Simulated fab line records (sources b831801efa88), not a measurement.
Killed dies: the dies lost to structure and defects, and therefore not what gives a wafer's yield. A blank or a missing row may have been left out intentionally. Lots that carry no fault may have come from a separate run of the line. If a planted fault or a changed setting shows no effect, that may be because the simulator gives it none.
Chamber matching	flow sky130	SKY_SONOS_ONO_ETCH_15 on rie diel-01: 4 sister chambers
The step etches the open film in CHF3/O2, target depth 19.52 nm, time 7.8 s. 18 wafers are shown with their chamber, then 9 later ones without.

== WAFERS PAIRED WITH THEIR CHAMBERS ==
wafer	chamber	drypump motor current A (A)	oes product au (a.u.)	throttle valve pct (%)
L075.2	3	5.3	0.995	8.803
L075.3	2	5.0	1.008	8.825
L075.5	1	6.1	1.001	8.824
L077.1	0	5.9	0.996	8.810
L077.4	0	5.8	0.997	8.829
L077.6	2	5.0	1.007	8.836
L078.1	1	6.1	0.998	8.812
L078.4	3	5.2	0.999	8.831
L078.6	0	5.8	1.002	8.838
L080.2	3	5.3	0.987	8.841
L080.3	0	5.8	1.014	8.827
L080.5	0	5.8	1.004	8.808
L083.1	0	5.8	0.998	8.817
L083.2	1	6.1	0.993	8.815
L083.3	2	5.0	1.001	8.834
L083.4	3	5.2	1.000	8.844
L083.5	2	5.0	0.999	8.830
L083.6	3	5.2	0.987	8.816

SIGNATURES (means of the wafers above)
reading	chamber 0	chamber 1	chamber 2	chamber 3	scatter within a chamber
drypump motor current A	5.817	6.100	5.000	5.240	0.0381
oes product au	1.00183	0.99733	1.00375	0.99360	0.00583
throttle valve pct	8.82150	8.81700	8.83125	8.82700	0.0121
Rule: for each reading, subtract the chamber's mean from the wafer's reading, divide by that reading's scatter and square the result; add these up over the readings and take the root, which gives the wafer's distance from the chamber. If the next closest chamber is less than 2 further off than the closest, the wafer can't be placed; otherwise it belongs to the closest. The scatter: take each reading less its chamber's mean, square it, sum over the shown wafers, divide by the number of wafers less the number of chambers, and take the root.

== WAFERS MISSING THEIR CHAMBER ==
wafer	drypump motor current A (A)	oes product au (a.u.)	throttle valve pct (%)
L087.1	5.8	1.005	8.827
L087.2	6.1	0.982	8.802
L087.3	5.0	1.003	8.826
L088.1	5.2	0.994	8.812
L088.2	5.0	1.002	8.825
L088.6	5.0	0.992	8.828
L092.2	5.0	0.995	8.832
L092.3	6.1	0.986	8.825
L092.6	5.8	1.006	8.840

== WHICH CHAMBER EACH ONE RAN IN ==
wafer	from the rows above	in truth
L087.1	0	0
L087.2	1	1
L087.3	2	2
L088.1	3	3
L088.2	2	2
L088.6	2	2
L092.2	2	2
L092.3	1	1
L092.6	0	0
9 of 9 placed correctly. Left unplaced by these rows: 0. Placed wrongly: 0.
